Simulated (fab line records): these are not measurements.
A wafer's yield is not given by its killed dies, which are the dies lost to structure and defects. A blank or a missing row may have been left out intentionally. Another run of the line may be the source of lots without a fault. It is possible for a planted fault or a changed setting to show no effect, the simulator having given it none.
Which of the tools did it? | flow gf180mcu | 24 lots with 72 wafers sampled at 5 steps, on a route of 602 steps

WHAT THE GAUGES READ, wafer by wafer
GF_V2_THK_MEAS_01.
lot  | measured     | on            | V2_CVD_00_THK (nm)
L074 | day 18 21:56 | film-metro-03 | 604 605 600
L075 | day 19 09:49 | film-metro-04 | 602 611 610
L076 | day 19 18:37 | film-metro-04 | 605 600 609
L077 | day 20 04:34 | film-metro-01 | 608 600 610
L078 | day 20 11:41 | film-metro-03 | 597 598 598
L079 | day 20 19:26 | film-metro-03 | 617 613 609
L080 | day 21 14:03 | film-metro-03 | 602 595 595
L081 | day 22 05:35 | film-metro-01 | 599 602 609
L082 | day 22 11:07 | film-metro-01 | 597 599 596
L083 | day 23 06:38 | film-metro-01 | 616 597 594
L084 | day 23 20:11 | film-metro-04 | 614 598 622
L086 | day 24 01:37 | film-metro-03 | 615 605 610
L085 | day 24 03:55 | film-metro-03 | 613 611 602
L088 | day 24 07:49 | film-metro-03 | 608 602 597
L087 | day 24 10:29 | film-metro-01 | 601 593 591
L089 | day 25 00:50 | film-metro-04 | 604 595 587
L090 | day 25 03:15 | film-metro-04 | 614 596 611
L091 | day 25 14:56 | film-metro-03 | 591 604 586
L092 | day 25 15:38 | film-metro-01 | 609 589 604
L093 | day 25 22:56 | film-metro-01 | 593 609 603
L094 | day 26 03:04 | film-metro-01 | 599 613 590
L095 | day 26 10:01 | film-metro-01 | 613 597 603
L096 | day 26 19:10 | film-metro-03 | 595 616 620
L097 | day 27 03:14 | film-metro-04 | 596 591 593

GF_V3_THK_MEAS_01.
lot  | measured     | on            | V3_CVD_00_THK (nm)
L074 | day 20 22:53 | film-metro-02 | 602 607 605
L075 | day 21 12:23 | film-metro-04 | 603 617 617
L076 | day 21 21:50 | film-metro-02 | 608 611 605
L077 | day 22 06:59 | film-metro-02 | 594 607 603
L078 | day 22 14:18 | film-metro-04 | 604 596 612
L079 | day 22 21:08 | film-metro-04 | 605 606 593
L080 | day 23 15:26 | film-metro-02 | 616 606 620
L081 | day 24 06:45 | film-metro-03 | 603 597 618
L082 | day 24 12:03 | film-metro-03 | 608 590 603
L083 | day 25 06:39 | film-metro-02 | 609 606 589
L084 | day 25 19:19 | film-metro-02 | 608 602 606
L086 | day 26 00:11 | film-metro-03 | 602 594 602
L085 | day 26 01:32 | film-metro-04 | 605 607 603
L088 | day 26 05:20 | film-metro-04 | 615 605 596
L087 | day 26 07:49 | film-metro-02 | 597 605 601
L089 | day 26 21:52 | film-metro-03 | 610 594 609
L090 | day 26 23:13 | film-metro-04 | 601 597 599
L091 | day 27 10:29 | film-metro-02 | 599 614 603
L092 | day 27 12:01 | film-metro-02 | 612 625 611
L093 | day 27 18:50 | film-metro-03 | 595 605 615
L094 | day 27 22:20 | film-metro-02 | 614 596 617
L095 | day 28 05:06 | film-metro-02 | 604 596 620
L096 | day 28 13:41 | film-metro-03 | 595 594 620
L097 | day 28 21:16 | film-metro-04 | 584 586 604

GF_V3_OVL_MEAS_15.
lot  | measured     | on         | V3_OVL (nm)
L074 | day 21 23:38 | overlay-01 | 8 4 10
L075 | day 22 12:41 | overlay-01 | 7 8 10
L076 | day 22 21:42 | overlay-02 | 2 6 8
L077 | day 23 06:45 | overlay-02 | 6 4 6
L078 | day 23 13:34 | overlay-02 | 1 7 -4
L079 | day 23 20:24 | overlay-02 | 2 0 3
L080 | day 24 14:34 | overlay-01 | 2 1 -6
L081 | day 25 05:16 | overlay-01 | -9 2 -4
L082 | day 25 09:23 | overlay-01 | -9 7 4
L083 | day 26 04:26 | overlay-02 | 3 8 5
L084 | day 26 17:16 | overlay-01 | -7 -2 -1
L086 | day 26 21:44 | overlay-02 | -6 -1 -1
L085 | day 26 22:05 | overlay-01 | -1 -3 -4
L088 | day 27 02:29 | overlay-01 | -4 2 -2
L087 | day 27 04:31 | overlay-01 | -1 6 2
L089 | day 27 18:18 | overlay-01 | 5 8 6
L090 | day 27 19:20 | overlay-01 | 5 -1 1
L091 | day 28 07:08 | overlay-02 | -2 0 0
L092 | day 28 08:20 | overlay-01 | 1 2 3
L093 | day 28 14:47 | overlay-01 | -2 2 -4
L094 | day 28 18:50 | overlay-02 | 7 1 7
L095 | day 29 00:48 | overlay-02 | 2 4 1
L096 | day 29 09:01 | overlay-02 | -4 1 -9
L097 | day 29 16:45 | overlay-01 | 2 3 9

EACH LOT AND THE TOOL THAT RAN IT (in order: tool; ch and the chambers of the sampled wafers; start)
lot  | GF_V2_CVD_02                    | GF_V3_CMP_04
L074 | pecvd-02 ch 0,1,2, day 18 22:00 | cmp-01 ch 0,2,3, day 20 23:05
L075 | pecvd-02 ch 1,2, day 19 09:52   | cmp-01 ch 0,1,2, day 21 12:37
L076 | pecvd-01 ch 1,2, day 19 18:40   | cmp-01 ch 1,2, day 21 22:04
L077 | pecvd-02 ch 0,1,2, day 20 04:37 | cmp-02 ch 0,1,2, day 22 07:13
L078 | pecvd-04 ch 0,2, day 20 11:44   | cmp-02 ch 0,2,3, day 22 14:29
L079 | pecvd-02 ch 0,1,2, day 20 19:29 | cmp-01 ch 1,3, day 22 21:18
L080 | pecvd-02 ch 0,1,2, day 21 14:07 | cmp-02 ch 1,3, day 23 15:37
L081 | pecvd-01 ch 0,1,2, day 22 05:38 | cmp-01 ch 0,3, day 24 06:56
L082 | pecvd-01 ch 0,1,2, day 22 11:10 | cmp-01 ch 1,2,3, day 24 12:20
L083 | pecvd-04 ch 1,2, day 23 06:41   | cmp-01 ch 2,3, day 25 06:50
L084 | pecvd-02 ch 1,2, day 23 20:16   | cmp-01 ch 0,1,3, day 25 19:35
L086 | pecvd-02 ch 1,2, day 24 01:41   | cmp-01 ch 1,2, day 26 00:23
L085 | pecvd-04 ch 0,1, day 24 03:58   | cmp-01 ch 1,2,3, day 26 01:43
L088 | pecvd-01 ch 0,2, day 24 07:52   | cmp-01 ch 2,3, day 26 05:31
L087 | pecvd-01 ch 0,1,2, day 24 10:33 | cmp-02 ch 1,2,3, day 26 08:03
L089 | pecvd-02 ch 0,1,2, day 25 00:53 | cmp-01 ch 0,1,3, day 26 22:03
L090 | pecvd-01 ch 0,1, day 25 03:19   | cmp-02 ch 0,2,3, day 26 23:25
L091 | pecvd-01 ch 0,2, day 25 14:59   | cmp-01 ch 1,2, day 27 10:46
L092 | pecvd-01 ch 0,2, day 25 15:41   | cmp-02 ch 0,1,2, day 27 12:12
L093 | pecvd-02 ch 0,1, day 25 23:00   | cmp-01 ch 0,3, day 27 19:01
L094 | pecvd-02 ch 0,1,2, day 26 03:07 | cmp-02 ch 1,2,3, day 27 22:37
L095 | pecvd-02 ch 0,1,2, day 26 10:04 | cmp-01 ch 1,2,3, day 28 05:23
L096 | pecvd-01 ch 0,2, day 26 19:13   | cmp-01 ch 0,2,3, day 28 13:58
L097 | pecvd-04 ch 0,1, day 27 03:17   | cmp-02 ch 0,2,3, day 28 21:49
- GF_V2_CVD_02: deposits SiO2 from TEOS, target thk 850 nm, time 94.851 s.
- GF_V3_CMP_04: polishes SiO2.

AS READ BY THE TOOLS THEMSELVES (means over the sampled wafers that have a number; for cases with no such wafer, the mark the record gives instead)
GF_V2_CVD_02.
lot  | tool     | heater-power-outer-w (W) | heater-power-w (W)
L074 | pecvd-02 | 326                      | 627
L075 | pecvd-02 | 326                      | 662
L076 | pecvd-01 | 345                      | 562
L077 | pecvd-02 | 355                      | 689
L078 | pecvd-04 | 335                      | 600
L079 | pecvd-02 | 340                      | 663
L080 | pecvd-02 | 337                      | 664
L081 | pecvd-01 | 330                      | 563
L082 | pecvd-01 | 378                      | 627
L083 | pecvd-04 | 336                      | 584
L084 | pecvd-02 | 350                      | 657
L086 | pecvd-02 | 325                      | 660
L085 | pecvd-04 | 270                      | 469
L088 | pecvd-01 | 389                      | 636
L087 | pecvd-01 | 331                      | 560
L089 | pecvd-02 | 324                      | 645
L090 | pecvd-01 | 354                      | 597
L091 | pecvd-01 | 387                      | 666
L092 | pecvd-01 | 343                      | 585
L093 | pecvd-02 | 344                      | 688
L094 | pecvd-02 | 281                      | 585
L095 | pecvd-02 | 360                      | 691
L096 | pecvd-01 | 384                      | 637
L097 | pecvd-04 | 264                      | 479

GF_V3_CMP_04.
lot  | tool   | motor-current-A (A) | time-to-endpoint-s (s)
L074 | cmp-01 | 12.6                | 84
L075 | cmp-01 | 12.9                | 88
L076 | cmp-01 | 13.6                | 82
L077 | cmp-02 | 12.3                | 76
L078 | cmp-02 | 13.5                | 70
L079 | cmp-01 | 13.3                | 83
L080 | cmp-02 | 12.7                | 80
L081 | cmp-01 | 12.5                | 85
L082 | cmp-01 | 13.4                | 89
L083 | cmp-01 | 13.8                | 79
L084 | cmp-01 | 12.3                | 85
L086 | cmp-01 | 14.3                | 77
L085 | cmp-01 | 14.2                | 78
L088 | cmp-01 | 13.6                | 84
L087 | cmp-02 | 13.5                | 71
L089 | cmp-01 | 12.6                | 86
L090 | cmp-02 | 13.8                | 69
L091 | cmp-01 | 13.5                | 75
L092 | cmp-02 | 12.7                | 71
L093 | cmp-01 | 12.4                | 84
L094 | cmp-02 | 13.7                | 76
L095 | cmp-01 | 13.4                | 85
L096 | cmp-01 | 12.6                | 82
L097 | cmp-02 | 12.9                | 79

THE ANSWER, worked out from the rows above alone
Rule: the usual values come from the lots themselves. The widest of any qualifying gaps counts: lots, ordered by their means at a reading, are off when they make up no more than a third of the lots, leave a main group of 4 or more, and stand apart from it by 3 or more times the standard deviation of that group's means. A main group is skipped when, at the precision printed for the reading in the tables above, its means are all equal. Also off: a lot with no number at a reading for which 4 or more lots have one. Any other lot the step has rows for is counted as sound. First the gauges in route order, then the tools' own readings, where a lot's mean is used as printed above. At the first step where some lot is off, the reading lying furthest off is the one used; lots without a number count as furthest.
Across all readings shown, no lot is off: no conclusion can be drawn from this.

WHAT WAS PUT IN BY THE SIMULATOR
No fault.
